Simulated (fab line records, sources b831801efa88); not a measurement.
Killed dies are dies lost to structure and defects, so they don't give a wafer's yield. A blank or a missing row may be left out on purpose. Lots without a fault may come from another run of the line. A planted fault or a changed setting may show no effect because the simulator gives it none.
Tool commonality check | flow gf180mcu | 11 lots, 39 wafers sampled

WHY IT WAS OPENED
At GF_PSD_RS_MEAS_14 the reading NSD_RS is flagged on 2 of 11 lots. Wafers without a fault read 46.14 ohm/sq, standard deviation 0.09.
Rule: a lot is flagged when every wafer of it that has a number lies more than 4 standard deviations from that mean, or none has a number. The other lots count as sound.

lot  | measured     | on            | NSD_RS (ohm/sq), wafer by wafer     | flag
L380 | day 14 03:31 | film_metro-02 | 46.16 46.21 46.21                   |
L383 | day 15 06:02 | film_metro-04 | 46.13 46.05 46.12                   |
L384 | day 15 10:32 | film_metro-01 | 46.03 46.01 46.00                   |
L385 | day 16 00:24 | film_metro-04 | 46.09 46.17 46.14                   |
L389 | day 17 14:54 | film_metro-01 | 46.04 46.14 46.13                   |
L390 | day 17 23:22 | film_metro-04 | 46.14 46.20 46.15                   |
L394 | day 18 23:16 | film_metro-02 | 46.25 46.27 46.13                   |
L400 | day 21 11:06 | film_metro-04 | 44.35 44.15 44.26 44.17 44.12 44.30 | FLAGGED
L401 | day 21 18:31 | film_metro-04 | 44.39 44.50 44.30 44.23 44.50 44.31 | FLAGGED
L402 | day 22 00:35 | film_metro-02 | 46.19 46.12 46.19                   |
L403 | day 22 05:16 | film_metro-01 | 46.03 46.05 46.10                   |
The numbers of the flagged lots are 44.30 ohm/sq on average: -1.84 ohm/sq against the usual, or -20 standard deviations.

WHICH TOOL RAN EACH LOT
The record holds 2 process steps before the reading, out of a route of 602 steps. In each cell: the tool, then ch and the chambers that the sampled wafers went through, then the start.
lot  | flag    | GF_NSD_IMPLANT_09               | GF_NSD_STRIP_11
L380 |         | implanter-03 ch 0, day 13 07:24 | plasma_asher-03 ch 0,1, day 13 07:41
L383 |         | implanter-03 ch 0, day 14 09:01 | plasma_asher-03 ch 0,1, day 14 09:17
L384 |         | implanter-03 ch 0, day 14 12:53 | plasma_asher-04 ch 0, day 14 13:10
L385 |         | implanter-03 ch 0, day 15 02:11 | plasma_asher-04 ch 0,1, day 15 02:28
L389 |         | implanter-03 ch 0, day 16 14:59 | plasma_asher-03 ch 0,1, day 16 15:16
L390 |         | implanter-03 ch 0, day 16 23:07 | plasma_asher-04 ch 0,1, day 16 23:25
L394 |         | implanter-03 ch 0, day 17 22:49 | plasma_asher-02 ch 0,1, day 17 23:07
L400 | FLAGGED | implanter-03 ch 0, day 20 10:52 | plasma_asher-02 ch 0,1, day 20 11:10
L401 | FLAGGED | implanter-03 ch 0, day 20 17:34 | plasma_asher-03 ch 0,1, day 20 17:52
L402 |         | implanter-02 ch 0, day 21 00:35 | plasma_asher-04 ch 0,1, day 21 00:52
L403 |         | implanter-04 ch 0, day 21 04:56 | plasma_asher-03 ch 0,1, day 21 05:11
What these steps do:
- GF_NSD_IMPLANT_09
- GF_NSD_STRIP_11: strips in O2/N2.
- GF_PSD_RS_MEAS_14: measures by four-point-probe.

FLAGGED OVER TOTAL, TOOL BY TOOL (the gauges that took the reading come last)
step              | tool            | lots run | flagged | share of the flagged lots | sound lots run after its first flagged lot
GF_NSD_IMPLANT_09 | implanter-02    | 1        | 0       | none                      | -
GF_NSD_IMPLANT_09 | implanter-03    | 9        | 2       | all                       | 0
GF_NSD_IMPLANT_09 | implanter-04    | 1        | 0       | none                      | -
GF_NSD_STRIP_11   | plasma_asher-02 | 2        | 1       | some                      | 0
GF_NSD_STRIP_11   | plasma_asher-03 | 5        | 1       | some                      | 1 (L403)
GF_NSD_STRIP_11   | plasma_asher-04 | 4        | 0       | none                      | -
GF_PSD_RS_MEAS_14 | film_metro-01   | 3        | 0       | none                      | -
GF_PSD_RS_MEAS_14 | film_metro-02   | 3        | 0       | none                      | -
GF_PSD_RS_MEAS_14 | film_metro-04   | 5        | 2       | all                       | 0

WHAT THE TABLE ALLOWS
2 rows of the table ran every flagged lot: implanter-03 at GF_NSD_IMPLANT_09, film_metro-04 at GF_PSD_RS_MEAS_14.
- implanter-03 at GF_NSD_IMPLANT_09: 2 of its 9 lots flagged. Its last sound lot is L394 (day 17 22:49), its first flagged lot L400 (day 20 10:52): a fault that began between those two fits. Its own readings lie more than 4 standard deviations out on every wafer of the flagged lots: beam_on_s, dose_ions_cm2.
- film_metro-04 at GF_PSD_RS_MEAS_14: 2 of its 5 lots flagged. Its last sound lot is L390 (day 17 23:22), its first flagged lot L400 (day 21 11:06): a fault that began between those two fits.
Counting lots can't tell these 2 tools apart, because each fits a fault that began at some hour. More lots, or a look at what each step does to the wafer, might.

WHAT THE SIMULATOR HAD PUT IN
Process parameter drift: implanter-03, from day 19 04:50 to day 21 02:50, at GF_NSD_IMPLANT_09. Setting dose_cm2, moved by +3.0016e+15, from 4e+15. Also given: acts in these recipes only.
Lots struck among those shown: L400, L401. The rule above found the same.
